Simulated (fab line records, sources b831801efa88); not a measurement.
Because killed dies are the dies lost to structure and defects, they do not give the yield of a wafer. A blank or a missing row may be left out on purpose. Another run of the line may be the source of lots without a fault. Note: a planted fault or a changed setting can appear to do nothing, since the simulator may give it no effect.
Chamber matching ; flow sky130 ; SKY_FIELD_ISO_ETCH_14 on rieDiel-01: 4 sister chambers
The step etches BARC in N2/H2, stops on SiO2, time 45.9 s, target depth 60 nm. 16 wafers are shown with their chamber, then 8 later ones without.

## WAFERS WITH THEIR CHAMBER
wafer;chamber;drypumpMotorCurrentA (A);oesProductAu (a.u.);throttleValvePct (%)
L075.1;0;5.2;0.857;13.211
L075.2;1;6.2;0.854;13.225
L075.6;1;6.2;0.863;13.211
L076.1;0;5.2;0.857;13.224
L076.3;2;6.1;0.853;13.235
L076.5;3;6.1;0.851;13.234
L077.1;1;6.2;0.854;13.215
L077.4;0;5.2;0.857;13.212
L077.6;2;6.0;0.854;13.229
L082.1;1;6.2;0.865;13.218
L082.2;2;6.1;0.853;13.225
L082.3;3;6.1;0.855;13.221
L082.4;0;5.2;0.864;13.224
L082.5;1;6.2;0.859;13.222
L082.6;0;5.2;0.852;13.226
L085.2;3;6.1;0.846;13.222

SIGNATURES (means of the wafers above)
reading;chamber 0;chamber 1;chamber 2;chamber 3;scatter within a chamber
drypumpMotorCurrentA;5.200;6.200;6.067;6.100;0.0236
oesProductAu;0.85740;0.85900;0.85333;0.85067;0.00425
throttleValvePct;13.21940;13.21820;13.22967;13.22567;0.00639
Rule: for a wafer and a chamber, the distance is found by dividing, reading by reading, the gap between the wafer's reading and the chamber's mean by the reading's scatter, squaring, summing and taking the root. The wafer belongs to the nearest chamber; if the next one is less than 2 further off, it can't be placed. How the scatter is found: for the shown wafers, subtract from each reading the mean of its chamber, square and add these, divide the total by (wafers less chambers), then take the root.

## WAFERS WITH NO CHAMBER GIVEN
wafer;drypumpMotorCurrentA (A);oesProductAu (a.u.);throttleValvePct (%)
L085.4;6.2;0.849;13.225
L085.5;5.2;0.850;13.212
L091.1;6.1;0.855;13.236
L091.3;6.2;0.850;13.246
L091.6;6.1;0.854;13.225
L092.4;6.1;0.853;13.224
L092.5;6.1;0.859;13.229
L092.6;5.2;0.847;13.236

## WHICH CHAMBER EACH WENT THROUGH
wafer;from the rows above;in truth
L085.4;can't be placed: 1 or 3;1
L085.5;0;0
L091.1;can't be placed: 2 or 3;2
L091.3;can't be placed: 1 or 3 or 2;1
L091.6;can't be placed: 3 or 2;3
L092.4;can't be placed: 3 or 2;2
L092.5;can't be placed: 2 or 3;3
L092.6;0;0
Placed correctly: 2 of 8. Cannot be placed on the basis of these rows: 6; the candidates contain the true chamber in 6. 0 placed wrongly.
